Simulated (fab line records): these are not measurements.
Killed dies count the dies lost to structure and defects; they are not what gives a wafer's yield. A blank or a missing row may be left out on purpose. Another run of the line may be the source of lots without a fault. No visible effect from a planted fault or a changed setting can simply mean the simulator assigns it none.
fab line records | flow sky130
record: lots: 24 | wafers: 72 | lastDay: 51
route steps=708 shown CONTACT@429 METAL1@437 VIA1@470
lots with no fault: from the same line, run without faults
startH: start of the lot's first displayed wafer, in hours after the record's first day | waitH: hours elapsed since this lot's preceding step | " identical to the entry in the row above | L1.1+2: one row covering several wafers at once | - no value present, or no start provided | * or withheld: withheld | < > ~ a bound
route shown NAME@n: names a module that has steps shown in the file, with the first one's number in the route | usual: the fault-free wafers' mean and standard deviation | same: alike in all rows | chamber/n: place in a boat | sites: readings site by site | _std_site: standard deviation across them | _edge_site: outer sites' mean less inner sites' | radiusMm: how far each site lies from the wafer's centre | mask NAME#n: copy n | behind: the most recent tool/chamber to have shaped the wafer | hold: the reason the lot was held/the length of the hold in hours/how it ended | device: which transistor (n, p or np) failed to switch | end of line: tests of these same wafers at the route's end | for a step that has no rows: nothing shown but its recipe | killed: count of dies lost to structure and defects at first sort (not the wafer's yield) | map: a wafer's dies, marking killed ones x, the rest . and places with no die _
set.NAME: the setting that was run; set.NAME@STEP: the one run at that earlier step | model.NAME: the simulator's own value behind a step, which no gauge read
steps of the route over a sample of lots; a table a step, a row a wafer
services: from which hour (startH, from the record's first day; less than 0 if before it) a tool's chamber was out of use, for how many hours, and why
== steps ==
step: SKY_CONTACT_SPUTTER_23
recipe: material: TiN | targetThkNm: 20 | chamberPressurePa: 5 | powerW: 4000 | timeS: 80
usual: throttleValvePct: 29.9/1.1
lot.wafer | tool          | chamber | startH | waitH | throttleValvePct
L075.1    | pvdSputter-04 | -       | 763.63 | 0.0   | 29.8
L075.2    | "             | -       | "      | "     | 32.0
L075.4    | "             | -       | "      | "     | 29.9
L074.1    | pvdSputter-04 | -       | 764.87 | 0.0   | 29.4
L074.3    | "             | -       | "      | "     | 29.5
L074.5    | "             | -       | "      | "     | 29.9
L079.1    | pvdSputter-01 | -       | 765.08 | 0.0   | 30.7
L079.3    | "             | -       | "      | "     | 29.4
L079.5    | "             | -       | "      | "     | 30.2
L077.3    | pvdSputter-03 | -       | 765.29 | 0.0   | 28.8
L077.5    | "             | -       | "      | "     | 29.8
L077.6    | "             | -       | "      | "     | 30.9
L076.2    | pvdSputter-04 | -       | 765.64 | 0.0   | 29.8
L076.5    | "             | -       | "      | "     | 29.2
L076.6    | "             | -       | "      | "     | 30.3
L078.4    | pvdSputter-03 | -       | 765.92 | 0.0   | 28.9
L078.5    | "             | -       | "      | "     | 31.0
L078.6    | "             | -       | "      | "     | 28.8
L080.1    | pvdSputter-04 | -       | 765.98 | 0.0   | 32.3
L080.4    | "             | -       | "      | "     | 29.7
L080.6    | "             | -       | "      | "     | 30.1
L081.1    | pvdSputter-04 | -       | 769.73 | 0.0   | 30.0
L081.3    | "             | -       | "      | "     | 30.0
L081.6    | "             | -       | "      | "     | 31.9
L082.2    | pvdSputter-03 | -       | 797.09 | 0.0   | 28.9
L082.3    | "             | -       | "      | "     | 29.9
L082.4    | "             | -       | "      | "     | 30.7
L083.1    | pvdSputter-03 | -       | 799.16 | 0.0   | 27.7
L083.4    | "             | -       | "      | "     | 30.0
L083.6    | "             | -       | "      | "     | 30.7
L084.4    | pvdSputter-01 | -       | 806.16 | 0.0   | 31.0
L084.5    | "             | -       | "      | "     | 30.7
L084.6    | "             | -       | "      | "     | 29.2
L086.1    | pvdSputter-03 | -       | 916.32 | 0.0   | 28.6
L086.2    | "             | -       | "      | "     | 27.3
L086.3    | "             | -       | "      | "     | 30.6
L089.1    | pvdSputter-01 | -       | 918.46 | 0.0   | 29.6
L089.4    | "             | -       | "      | "     | 30.8
L089.5    | "             | -       | "      | "     | 31.2
L087.2    | pvdSputter-04 | -       | 918.47 | 0.0   | 29.2
L087.5    | "             | -       | "      | "     | 31.7
L087.6    | "             | -       | "      | "     | 29.1
L093.1    | pvdSputter-01 | -       | 919.31 | 0.0   | 29.4
L093.2    | "             | -       | "      | "     | 29.3
L093.6    | "             | -       | "      | "     | 29.7
L088.3    | pvdSputter-04 | -       | 919.58 | 0.0   | 29.9
L088.4    | "             | -       | "      | "     | 29.2
L088.6    | "             | -       | "      | "     | 32.0
L085.2    | pvdSputter-03 | -       | 919.63 | 0.0   | 28.7
L085.4    | "             | -       | "      | "     | 30.9
L085.6    | "             | -       | "      | "     | 27.6
L095.1    | pvdSputter-01 | -       | 920.06 | 0.0   | 28.8
L095.2    | "             | -       | "      | "     | 31.0
L095.5    | "             | -       | "      | "     | 29.1
L091.4    | pvdSputter-04 | -       | 920.34 | 0.0   | 30.0
L091.5    | "             | -       | "      | "     | 31.8
L091.6    | "             | -       | "      | "     | 29.7
L090.1    | pvdSputter-04 | -       | 922.38 | 0.0   | 30.0
L090.5    | "             | -       | "      | "     | 29.3
L090.6    | "             | -       | "      | "     | 30.4
L094.2    | pvdSputter-01 | -       | 922.41 | 0.0   | 29.5
L094.3    | "             | -       | "      | "     | 31.0
L094.5    | "             | -       | "      | "     | 29.6
L096.2    | pvdSputter-04 | -       | 923.84 | 0.0   | 32.1
L096.4    | "             | -       | "      | "     | 30.2
L096.5    | "             | -       | "      | "     | 29.4
L097.1    | pvdSputter-03 | -       | 924.16 | 0.0   | 28.7
L097.2    | "             | -       | "      | "     | 30.6
L097.6    | "             | -       | "      | "     | 27.7
L092.3    | pvdSputter-01 | -       | 925.47 | 0.0   | 29.1
L092.4    | "             | -       | "      | "     | 31.2
L092.5    | "             | -       | "      | "     | 28.7
step: SKY_METAL1_SPUTTER_03
recipe: material: Ti | targetThkNm: 5 | powerW: 3000 | timeS: 3.3 | chamberPressurePa: 0.4
usual: throttleValvePct: 30.0/1.1
lot.wafer | tool          | chamber | startH | waitH | throttleValvePct
L075.1    | pvdSputter-02 | -       | 764.35 | 0.0   | 31.4
L075.2    | "             | -       | "      | "     | 29.1
L075.4    | "             | -       | "      | "     | 30.8
L074.1    | pvdSputter-02 | -       | 765.60 | 0.0   | 31.4
L074.3    | "             | -       | "      | "     | 30.1
L074.5    | "             | -       | "      | "     | 31.4
L079.1    | pvdSputter-01 | -       | 765.90 | 0.0   | 30.6
L079.3    | "             | -       | "      | "     | 29.7
L079.5    | "             | -       | "      | "     | 29.6
L077.3    | pvdSputter-02 | -       | 766.20 | 0.0   | 31.5
L077.5    | "             | -       | "      | "     | 30.0
L077.6    | "             | -       | "      | "     | 28.9
L076.2    | pvdSputter-01 | -       | 766.36 | 0.0   | 28.9
L076.5    | "             | -       | "      | "     | 29.6
L076.6    | "             | -       | "      | "     | 30.5
L078.4    | pvdSputter-03 | -       | 766.64 | 0.0   | 30.0
L078.5    | "             | -       | "      | "     | 28.7
L078.6    | "             | -       | "      | "     | 30.7
L080.1    | pvdSputter-02 | -       | 766.70 | 0.0   | 29.8
L080.4    | "             | -       | "      | "     | 30.8
L080.6    | "             | -       | "      | "     | 31.6
L081.1    | pvdSputter-01 | -       | 770.45 | 0.0   | 28.7
L081.3    | "             | -       | "      | "     | 30.6
L081.6    | "             | -       | "      | "     | 31.1
L082.2    | pvdSputter-01 | -       | 798.00 | 0.0   | 31.1
L082.3    | "             | -       | "      | "     | 28.8
L082.4    | "             | -       | "      | "     | 30.4
L083.1    | pvdSputter-02 | -       | 799.88 | 0.0   | 30.6
L083.4    | "             | -       | "      | "     | 31.5
L083.6    | "             | -       | "      | "     | 29.8
L084.4    | pvdSputter-03 | -       | 806.89 | 0.0   | 30.5
L084.5    | "             | -       | "      | "     | 27.1
L084.6    | "             | -       | "      | "     | 30.1
L086.1    | pvdSputter-02 | -       | 917.05 | 0.0   | 29.8
L086.2    | "             | -       | "      | "     | 30.7
L086.3    | "             | -       | "      | "     | 31.3
L089.1    | pvdSputter-03 | -       | 919.19 | 0.0   | 30.0
L089.4    | "             | -       | "      | "     | 30.6
L089.5    | "             | -       | "      | "     | 27.4
L087.2    | pvdSputter-02 | -       | 919.30 | 0.0   | 31.4
L087.5    | "             | -       | "      | "     | 30.0
L087.6    | "             | -       | "      | "     | 30.5
L093.1    | pvdSputter-02 | -       | 920.03 | 0.0   | 29.1
L093.2    | "             | -       | "      | "     | 30.7
L093.6    | "             | -       | "      | "     | 31.1
L088.3    | pvdSputter-03 | -       | 920.31 | 0.0   | 28.6
L088.4    | "             | -       | "      | "     | 30.0
L088.6    | "             | -       | "      | "     | 30.1
L085.2    | pvdSputter-02 | -       | 920.41 | 0.0   | 30.6
L085.4    | "             | -       | "      | "     | 29.9
L085.6    | "             | -       | "      | "     | 29.8
L095.1    | pvdSputter-01 | -       | 920.78 | 0.0   | 31.0
L095.2    | "             | -       | "      | "     | 29.7
L095.5    | "             | -       | "      | "     | 29.3
L091.4    | pvdSputter-03 | -       | 921.08 | 0.0   | 30.0
L091.5    | "             | -       | "      | "     | 30.8
L091.6    | "             | -       | "      | "     | 28.8
L090.1    | pvdSputter-02 | -       | 923.10 | 0.0   | 30.8
L090.5    | "             | -       | "      | "     | 30.1
L090.6    | "             | -       | "      | "     | 30.9
L094.2    | pvdSputter-01 | -       | 923.28 | 0.0   | 29.4
L094.3    | "             | -       | "      | "     | 29.0
L094.5    | "             | -       | "      | "     | 31.1
L096.2    | pvdSputter-01 | -       | 924.63 | 0.0   | 31.0
L096.4    | "             | -       | "      | "     | 29.0
L096.5    | "             | -       | "      | "     | 29.0
L097.1    | pvdSputter-02 | -       | 924.88 | 0.0   | 31.2
L097.2    | "             | -       | "      | "     | 30.0
L097.6    | "             | -       | "      | "     | 29.1
L092.3    | pvdSputter-02 | -       | 926.28 | 0.0   | 29.0
L092.4    | "             | -       | "      | "     | 31.3
L092.5    | "             | -       | "      | "     | 29.8
step: SKY_METAL1_OVL_MEAS_16
usual: METAL1_OVL: 2/4.8
lot.wafer | tool       | chamber | startH | waitH | METAL1_OVL[nm]
L075.1    | overlay-02 | -       | 790.45 | 0.1   | -3
L075.2    | "          | -       | "      | "     | -1
L075.4    | "          | -       | "      | "     | -1
L074.1    | overlay-01 | -       | 791.56 | 0.1   | 1
L074.3    | "          | -       | "      | "     | 1
L074.5    | "          | -       | "      | "     | 0
L079.1    | overlay-02 | -       | 791.91 | 0.1   | 3
L079.3    | "          | -       | "      | "     | 4
L079.5    | "          | -       | "      | "     | 5
L077.3    | overlay-01 | -       | 792.27 | 0.1   | 6
L077.5    | "          | -       | "      | "     | 3
L077.6    | "          | -       | "      | "     | 1
L076.2    | overlay-02 | -       | 792.61 | 0.1   | 3
L076.5    | "          | -       | "      | "     | -2
L076.6    | "          | -       | "      | "     | -2
L078.4    | overlay-01 | -       | 792.97 | 0.1   | 2
L078.5    | "          | -       | "      | "     | 1
L078.6    | "          | -       | "      | "     | 5
L080.1    | overlay-01 | -       | 793.30 | 0.1   | -1
L080.4    | "          | -       | "      | "     | 1
L080.6    | "          | -       | "      | "     | -4
L081.1    | overlay-01 | -       | 796.45 | 0.1   | 3
L081.3    | "          | -       | "      | "     | 3
L081.6    | "          | -       | "      | "     | 5
L082.2    | overlay-01 | -       | 824.01 | 0.1   | 4
L082.3    | "          | -       | "      | "     | -3
L082.4    | "          | -       | "      | "     | 8
L083.1    | overlay-01 | -       | 826.20 | 0.1   | -7
L083.4    | "          | -       | "      | "     | -3
L083.6    | "          | -       | "      | "     | 8
L084.4    | overlay-01 | -       | 832.27 | 0.1   | 0
L084.5    | "          | -       | "      | "     | 7
L084.6    | "          | -       | "      | "     | 14
L086.1    | overlay-01 | -       | 940.76 | 0.1   | -1
L086.2    | "          | -       | "      | "     | 4
L086.3    | "          | -       | "      | "     | -6
L089.1    | overlay-02 | -       | 943.71 | 0.1   | -2
L089.4    | "          | -       | "      | "     | -5
L089.5    | "          | -       | "      | "     | 0
L087.2    | overlay-01 | -       | 944.06 | 0.1   | 10
L087.5    | "          | -       | "      | "     | 0
L087.6    | "          | -       | "      | "     | 6
L093.1    | overlay-01 | -       | 944.50 | 0.1   | -1
L093.2    | "          | -       | "      | "     | 4
L093.6    | "          | -       | "      | "     | -1
L088.3    | overlay-02 | -       | 945.46 | 0.1   | 2
L088.4    | "          | -       | "      | "     | 6
L088.6    | "          | -       | "      | "     | -2
L085.2    | overlay-01 | -       | 945.81 | 0.1   | 5
L085.4    | "          | -       | "      | "     | -6
L085.6    | "          | -       | "      | "     | 0
L095.1    | overlay-01 | -       | 946.16 | 0.1   | -5
L095.2    | "          | -       | "      | "     | -3
L095.5    | "          | -       | "      | "     | 4
L091.4    | overlay-01 | -       | 946.52 | 0.1   | 3
L091.5    | "          | -       | "      | "     | -1
L091.6    | "          | -       | "      | "     | 11
L090.1    | overlay-02 | -       | 947.91 | 0.1   | 10
L090.5    | "          | -       | "      | "     | 9
L090.6    | "          | -       | "      | "     | 10
L094.2    | overlay-01 | -       | 948.06 | 0.1   | 0
L094.3    | "          | -       | "      | "     | 5
L094.5    | "          | -       | "      | "     | 0
L096.2    | overlay-01 | -       | 949.26 | 0.1   | -1
L096.4    | "          | -       | "      | "     | 0
L096.5    | "          | -       | "      | "     | 6
L097.1    | overlay-01 | -       | 949.62 | 0.1   | 6
L097.2    | "          | -       | "      | "     | 5
L097.6    | "          | -       | "      | "     | 13
L092.3    | overlay-01 | -       | 950.92 | 0.1   | 7
L092.4    | "          | -       | "      | "     | 5
L092.5    | "          | -       | "      | "     | 13
step: SKY_VIA1_CD_MEAS_12
recipe: targetCdNm: 150
usual: cdNm: 150.3/1.4
lot.wafer | tool     | chamber | startH | waitH | cdNm
L075.1    | cdSem-02 | -       | 817.79 | -     | 148.2
L075.2    | "        | -       | "      | "     | 149.0
L075.4    | "        | -       | "      | "     | 148.6
L079.1    | cdSem-01 | -       | 818.83 | -     | 150.0
L079.3    | "        | -       | "      | "     | 150.7
L079.5    | "        | -       | "      | "     | 150.1
L074.1    | cdSem-02 | -       | 819.08 | -     | 150.2
L074.3    | "        | -       | "      | "     | 151.5
L074.5    | "        | -       | "      | "     | 151.6
L077.3    | cdSem-01 | -       | 819.22 | -     | 150.0
L077.5    | "        | -       | "      | "     | 151.0
L077.6    | "        | -       | "      | "     | 150.6
L078.4    | cdSem-02 | -       | 820.19 | -     | 148.7
L078.5    | "        | -       | "      | "     | 149.1
L078.6    | "        | -       | "      | "     | 149.6
L076.2    | cdSem-01 | -       | 820.35 | -     | 148.3
L076.5    | "        | -       | "      | "     | 149.7
L076.6    | "        | -       | "      | "     | 149.8
L080.1    | cdSem-02 | -       | 820.98 | -     | 151.0
L080.4    | "        | -       | "      | "     | 149.7
L080.6    | "        | -       | "      | "     | 149.3
L081.1    | cdSem-01 | -       | 823.63 | -     | 150.8
L081.3    | "        | -       | "      | "     | 148.9
L081.6    | "        | -       | "      | "     | 150.5
L082.2    | cdSem-01 | -       | 851.45 | -     | 151.5
L082.3    | "        | -       | "      | "     | 150.7
L082.4    | "        | -       | "      | "     | 150.6
L083.1    | cdSem-02 | -       | 853.49 | -     | 151.9
L083.4    | "        | -       | "      | "     | 153.6
L083.6    | "        | -       | "      | "     | 151.3
L084.4    | cdSem-02 | -       | 859.70 | -     | 147.5
L084.5    | "        | -       | "      | "     | 147.5
L084.6    | "        | -       | "      | "     | 147.8
L086.1    | cdSem-02 | -       | 965.68 | -     | 148.2
L086.2    | "        | -       | "      | "     | 149.9
L086.3    | "        | -       | "      | "     | 149.0
L089.1    | cdSem-01 | -       | 968.49 | -     | 151.4
L089.4    | "        | -       | "      | "     | 150.2
L089.5    | "        | -       | "      | "     | 152.4
L087.2    | cdSem-02 | -       | 968.76 | -     | 150.7
L087.5    | "        | -       | "      | "     | 149.8
L087.6    | "        | -       | "      | "     | 151.0
L093.1    | cdSem-01 | -       | 969.93 | -     | 150.7
L093.2    | "        | -       | "      | "     | 152.3
L093.6    | "        | -       | "      | "     | 149.7
L088.3    | cdSem-02 | -       | 970.32 | -     | 148.0
L088.4    | "        | -       | "      | "     | 148.0
L088.6    | "        | -       | "      | "     | 149.2
L085.2    | cdSem-02 | -       | 970.61 | -     | 150.9
L085.4    | "        | -       | "      | "     | 151.4
L085.6    | "        | -       | "      | "     | 149.6
L095.1    | cdSem-01 | -       | 971.43 | -     | 151.2
L095.2    | "        | -       | "      | "     | 153.1
L095.5    | "        | -       | "      | "     | 152.3
L091.4    | cdSem-02 | -       | 971.65 | -     | 152.7
L091.5    | "        | -       | "      | "     | 152.1
L091.6    | "        | -       | "      | "     | 151.9
L090.1    | cdSem-01 | -       | 973.23 | -     | 152.0
L090.5    | "        | -       | "      | "     | 151.5
L090.6    | "        | -       | "      | "     | 150.3
L094.2    | cdSem-02 | -       | 973.36 | -     | 149.2
L094.3    | "        | -       | "      | "     | 150.1
L094.5    | "        | -       | "      | "     | 150.6
L096.2    | cdSem-02 | -       | 974.31 | -     | 151.0
L096.4    | "        | -       | "      | "     | 151.6
L096.5    | "        | -       | "      | "     | 150.5
L097.1    | cdSem-01 | -       | 974.94 | -     | 149.8
L097.2    | "        | -       | "      | "     | 150.0
L097.6    | "        | -       | "      | "     | 151.6
L092.3    | cdSem-01 | -       | 976.17 | -     | 149.3
L092.4    | "        | -       | "      | "     | 149.1
L092.5    | "        | -       | "      | "     | 149.0
step: SKY_VIA1_OVL_MEAS_13
usual: VIA1_OVL: 0/4.6
lot.wafer | tool       | chamber | startH | waitH | VIA1_OVL[nm]
L075.1    | overlay-02 | -       | 817.91 | 0.1   | -6
L075.2    | "          | -       | "      | "     | -1
L075.4    | "          | -       | "      | "     | 7
L079.1    | overlay-01 | -       | 818.95 | 0.1   | 1
L079.3    | "          | -       | "      | "     | 3
L079.5    | "          | -       | "      | "     | -6
L074.1    | overlay-01 | -       | 819.20 | 0.1   | 6
L074.3    | "          | -       | "      | "     | 14
L074.5    | "          | -       | "      | "     | 3
L077.3    | overlay-02 | -       | 819.32 | 0.1   | 6
L077.5    | "          | -       | "      | "     | -6
L077.6    | "          | -       | "      | "     | -11
L078.4    | overlay-02 | -       | 820.27 | 0.1   | -1
L078.5    | "          | -       | "      | "     | -8
L078.6    | "          | -       | "      | "     | -1
L076.2    | overlay-02 | -       | 820.46 | 0.1   | 5
L076.5    | "          | -       | "      | "     | 0
L076.6    | "          | -       | "      | "     | -2
L080.1    | overlay-01 | -       | 821.10 | 0.1   | -4
L080.4    | "          | -       | "      | "     | -2
L080.6    | "          | -       | "      | "     | -2
L081.1    | overlay-02 | -       | 823.75 | 0.1   | -4
L081.3    | "          | -       | "      | "     | -4
L081.6    | "          | -       | "      | "     | -9
L082.2    | overlay-02 | -       | 851.56 | 0.1   | 9
L082.3    | "          | -       | "      | "     | 3
L082.4    | "          | -       | "      | "     | 4
L083.1    | overlay-02 | -       | 853.61 | 0.1   | 3
L083.4    | "          | -       | "      | "     | 5
L083.6    | "          | -       | "      | "     | 4
L084.4    | overlay-01 | -       | 859.77 | 0.1   | 0
L084.5    | "          | -       | "      | "     | 4
L084.6    | "          | -       | "      | "     | -2
L086.1    | overlay-01 | -       | 965.80 | 0.1   | -2
L086.2    | "          | -       | "      | "     | 1
L086.3    | "          | -       | "      | "     | -8
L089.1    | overlay-01 | -       | 968.61 | 0.1   | 6
L089.4    | "          | -       | "      | "     | -6
L089.5    | "          | -       | "      | "     | 5
L087.2    | overlay-02 | -       | 968.86 | 0.1   | -4
L087.5    | "          | -       | "      | "     | 7
L087.6    | "          | -       | "      | "     | 5
L093.1    | overlay-01 | -       | 970.05 | 0.1   | 2
L093.2    | "          | -       | "      | "     | -2
L093.6    | "          | -       | "      | "     | -1
L088.3    | overlay-02 | -       | 970.41 | 0.1   | -2
L088.4    | "          | -       | "      | "     | 3
L088.6    | "          | -       | "      | "     | -6
L085.2    | overlay-02 | -       | 970.71 | 0.1   | -3
L085.4    | "          | -       | "      | "     | 3
L085.6    | "          | -       | "      | "     | -7
L095.1    | overlay-01 | -       | 971.55 | 0.1   | 2
L095.2    | "          | -       | "      | "     | 0
L095.5    | "          | -       | "      | "     | 3
L091.4    | overlay-02 | -       | 971.72 | 0.1   | -5
L091.5    | "          | -       | "      | "     | 0
L091.6    | "          | -       | "      | "     | -3
L090.1    | overlay-02 | -       | 973.35 | 0.1   | 4
L090.5    | "          | -       | "      | "     | -2
L090.6    | "          | -       | "      | "     | 3
L094.2    | overlay-01 | -       | 973.46 | 0.1   | 7
L094.3    | "          | -       | "      | "     | 5
L094.5    | "          | -       | "      | "     | 4
L096.2    | overlay-02 | -       | 974.41 | 0.1   | -5
L096.4    | "          | -       | "      | "     | 4
L096.5    | "          | -       | "      | "     | 0
L097.1    | overlay-01 | -       | 975.06 | 0.1   | -8
L097.2    | "          | -       | "      | "     | 2
L097.6    | "          | -       | "      | "     | -3
L092.3    | overlay-01 | -       | 976.26 | 0.1   | 8
L092.4    | "          | -       | "      | "     | 3
L092.5    | "          | -       | "      | "     | 4
step: SKY_VIA1_ETCH_14
recipe: chemistry: N2/H2 | target: BARC | ionEnergyEv: 200 | sourceW: 500 | biasW: 100 | pressureMtorr: 30 | n2FlowSccm: 100 | h2FlowSccm: 200 | stopOn: SiO2 | timeS: 45.9 | targetDepthA: 600
usual: drypumpMotorCurrentA: 5.8/0.52 | oesProductAu: 0.855/0.0052 | throttleValvePct: 13.225/0.0092
lot.wafer | tool       | chamber | startH | waitH | drypumpMotorCurrentA | oesProductAu | rfHoursCounterH | throttleValvePct
L075.1    | rieDiel-02 | 0       | 817.94 | 0.0   | 6.5                  | 0.857        | 10              | 13.231
L075.2    | "          | 2       | "      | "     | 5.2                  | 0.854        | 15              | 13.230
L075.4    | "          | 1       | "      | "     | 5.6                  | 0.851        | 13              | 13.228
L079.1    | rieDiel-02 | 1       | 818.99 | 0.0   | 5.6                  | 0.856        | 13              | 13.221
L079.3    | "          | 0       | "      | "     | 6.5                  | 0.853        | 10              | 13.212
L079.5    | "          | 1       | "      | "     | 5.6                  | 0.854        | -               | 13.234
L074.1    | rieDiel-03 | 0       | 819.24 | 0.0   | 5.5                  | 0.848        | 16              | 13.226
L074.3    | "          | 2       | "      | "     | 5.7                  | 0.863        | 2               | 13.214
L074.5    | "          | 1       | "      | "     | 4.7                  | 0.858        | -               | 13.212
L077.3    | rieDiel-02 | 3       | 819.34 | 0.0   | 5.6                  | 0.853        | 1               | 13.217
L077.5    | "          | 3       | "      | "     | 5.6                  | 0.854        | -               | 13.217
L077.6    | "          | 0       | "      | "     | 6.5                  | 0.853        | -               | 13.208
L078.4    | rieDiel-01 | 0       | 820.29 | 0.0   | 6.5                  | 0.849        | 9               | 13.229
L078.5    | "          | 0       | "      | "     | 6.5                  | 0.861        | -               | 13.230
L078.6    | "          | 1       | "      | "     | 5.7                  | 0.845        | -               | 13.239
L076.2    | rieDiel-03 | 2       | 820.49 | 0.0   | 5.7                  | 0.859        | 2               | 13.219
L076.5    | "          | 0       | "      | "     | 5.5                  | 0.856        | -               | 13.236
L076.6    | "          | 1       | "      | "     | 4.7                  | 0.854        | -               | 13.215
L080.1    | rieDiel-02 | 2       | 821.14 | 0.0   | 5.2                  | 0.853        | 15              | 13.208
L080.4    | "          | 0       | "      | "     | 6.5                  | 0.852        | -               | 13.230
L080.6    | "          | 3       | "      | "     | 5.6                  | 0.860        | -               | 13.216
L081.1    | rieDiel-01 | 0       | 823.79 | 0.0   | 6.5                  | 0.868        | 10              | 13.232
L081.3    | "          | 1       | "      | "     | 5.6                  | 0.857        | 16              | 13.219
L081.6    | "          | 1       | "      | "     | 5.7                  | 0.864        | -               | 13.224
L082.2    | rieDiel-01 | 0       | 851.59 | 0.0   | 6.5                  | 0.855        | 10              | 13.219
L082.3    | "          | 1       | "      | "     | 5.6                  | 0.854        | 17              | 13.244
L082.4    | "          | 3       | "      | "     | 5.5                  | 0.855        | 5               | 13.220
L083.1    | rieDiel-02 | 1       | 853.64 | 0.0   | 5.6                  | 0.855        | 14              | 13.215
L083.4    | "          | 2       | "      | "     | 5.2                  | 0.862        | 16              | 13.215
L083.6    | "          | 3       | "      | "     | 5.6                  | 0.856        | -               | 13.229
L084.4    | rieDiel-02 | 3       | 859.79 | 0.0   | 5.6                  | 0.864        | 2               | 13.218
L084.5    | "          | 1       | "      | "     | 5.6                  | 0.856        | -               | 13.231
L084.6    | "          | 2       | "      | "     | 5.2                  | 0.846        | -               | 13.237
L086.1    | rieDiel-02 | 3       | 965.84 | 0.0   | 5.6                  | 0.855        | 6               | 13.233
L086.2    | "          | 2       | "      | "     | 5.2                  | 0.864        | 19              | 13.235
L086.3    | "          | 0       | "      | "     | 6.5                  | 0.856        | 14              | 13.225
L089.1    | rieDiel-01 | 1       | 968.64 | 0.0   | 5.6                  | 0.862        | 20              | 13.227
L089.4    | "          | 3       | "      | "     | 5.4                  | 0.847        | 8               | 13.234
L089.5    | "          | 1       | "      | "     | 5.6                  | 0.855        | -               | 13.214
L087.2    | rieDiel-03 | 2       | 968.89 | 0.0   | 5.7                  | 0.851        | 6               | 13.220
L087.5    | "          | 0       | "      | "     | 5.5                  | 0.856        | -               | 13.259
L087.6    | "          | 1       | "      | "     | 4.7                  | 0.857        | -               | 13.238
L093.1    | rieDiel-01 | 0       | 970.09 | 0.0   | 6.5                  | 0.855        | 14              | 13.234
L093.2    | "          | 3       | "      | "     | 5.5                  | 0.852        | 8               | 13.232
L093.6    | "          | 0       | "      | "     | 6.4                  | 0.847        | -               | 13.216
L088.3    | rieDiel-03 | 1       | 970.44 | 0.0   | 4.7                  | 0.858        | 13              | 13.222
L088.4    | "          | 2       | "      | "     | 5.7                  | 0.853        | 6               | 13.210
L088.6    | "          | 3       | "      | "     | 5.7                  | 0.842        | -               | 13.225
L085.2    | rieDiel-02 | 0       | 970.74 | 0.0   | 6.5                  | 0.851        | 14              | 13.224
L085.4    | "          | 3       | "      | "     | 5.6                  | 0.852        | 6               | 13.228
L085.6    | "          | 0       | "      | "     | 6.5                  | 0.854        | -               | 13.221
L095.1    | rieDiel-01 | 2       | 971.59 | 0.0   | 6.4                  | 0.856        | 7               | 13.234
L095.2    | "          | 0       | "      | "     | 6.5                  | 0.861        | 14              | 13.232
L095.5    | "          | 3       | "      | "     | 5.5                  | 0.857        | -               | 13.220
L091.4    | rieDiel-03 | 0       | 971.74 | 0.0   | 5.5                  | 0.852        | 21              | 13.227
L091.5    | "          | 2       | "      | "     | 5.7                  | 0.857        | -               | 13.230
L091.6    | "          | 1       | "      | "     | 4.7                  | 0.858        | -               | 13.225
L090.1    | rieDiel-01 | 2       | 973.39 | 0.0   | 6.4                  | 0.856        | 7               | 13.231
L090.5    | "          | 3       | "      | "     | 5.5                  | 0.848        | -               | 13.239
L090.6    | "          | 2       | "      | "     | 6.4                  | 0.854        | -               | 13.210
L094.2    | rieDiel-02 | 0       | 973.49 | 0.0   | 6.5                  | 0.855        | 14              | 13.215
L094.3    | "          | 2       | "      | "     | 5.2                  | 0.870        | 19              | 13.228
L094.5    | "          | 2       | "      | "     | 5.2                  | 0.860        | -               | 13.231
L096.2    | rieDiel-01 | 1       | 974.44 | 0.0   | 5.7                  | 0.850        | 20              | 13.222
L096.4    | "          | 3       | "      | "     | 5.5                  | 0.857        | 8               | 13.213
L096.5    | "          | 0       | "      | "     | 6.5                  | 0.852        | -               | 13.220
L097.1    | rieDiel-02 | 3       | 975.09 | 0.0   | 5.6                  | 0.847        | 6               | 13.226
L097.2    | "          | 2       | "      | "     | 5.2                  | 0.850        | 19              | 13.220
L097.6    | "          | 2       | "      | "     | 5.2                  | 0.850        | -               | 13.219
L092.3    | rieDiel-01 | 2       | 976.29 | 0.0   | 6.4                  | 0.858        | 7               | 13.229
L092.4    | "          | 3       | "      | "     | 5.5                  | 0.846        | 8               | 13.229
L092.5    | "          | 2       | "      | "     | 6.4                  | 0.856        | -               | 13.221
== services ==
tool          | chamber | startH | hours | kind
rieDiel-01    | 0       | 740.75 | 9.9   | repair
rieDiel-02    | 3       | 755.36 | -     | clean
rieDiel-02    | 3       | 755.36 | 20.9  | scheduledDown
rieDiel-02    | 3       | 755.36 | 20.9  | ventCycle
rieDiel-03    | -       | 755.78 | 0.9   | repair
pvdSputter-02 | -       | 760.18 | 3.9   | repair
pvdSputter-03 | -       | 783.19 | 2.1   | repair
rieDiel-03    | 3       | 815.44 | 12.0  | repair
pvdSputter-02 | -       | 817.16 | 2.9   | repair
rieDiel-02    | 1       | 819.21 | 2.2   | repair
pvdSputter-02 | 2       | 820.44 | -     | consumableReplace:kit
pvdSputter-02 | 2       | 820.44 | 18.0  | scheduledDown
pvdSputter-02 | 2       | 820.44 | 18.0  | ventCycle
pvdSputter-02 | -       | 854.01 | 5.1   | repair
rieDiel-03    | -       | 859.90 | 1.2   | repair
rieDiel-03    | 1       | 868.38 | 2.9   | repair
rieDiel-02    | 0       | 878.41 | 4.5   | repair
rieDiel-01    | 1       | 908.22 | 4.1   | repair
rieDiel-02    | 0       | 912.03 | 2.9   | repair
rieDiel-03    | 3       | 923.47 | 2.0   | repair
rieDiel-01    | 1       | 934.73 | 6.3   | repair
pvdSputter-03 | 2       | 951.53 | -     | consumableReplace:kit
pvdSputter-03 | 2       | 951.53 | 18.0  | scheduledDown
pvdSputter-03 | 2       | 951.53 | 18.0  | ventCycle
== key ==
fault none
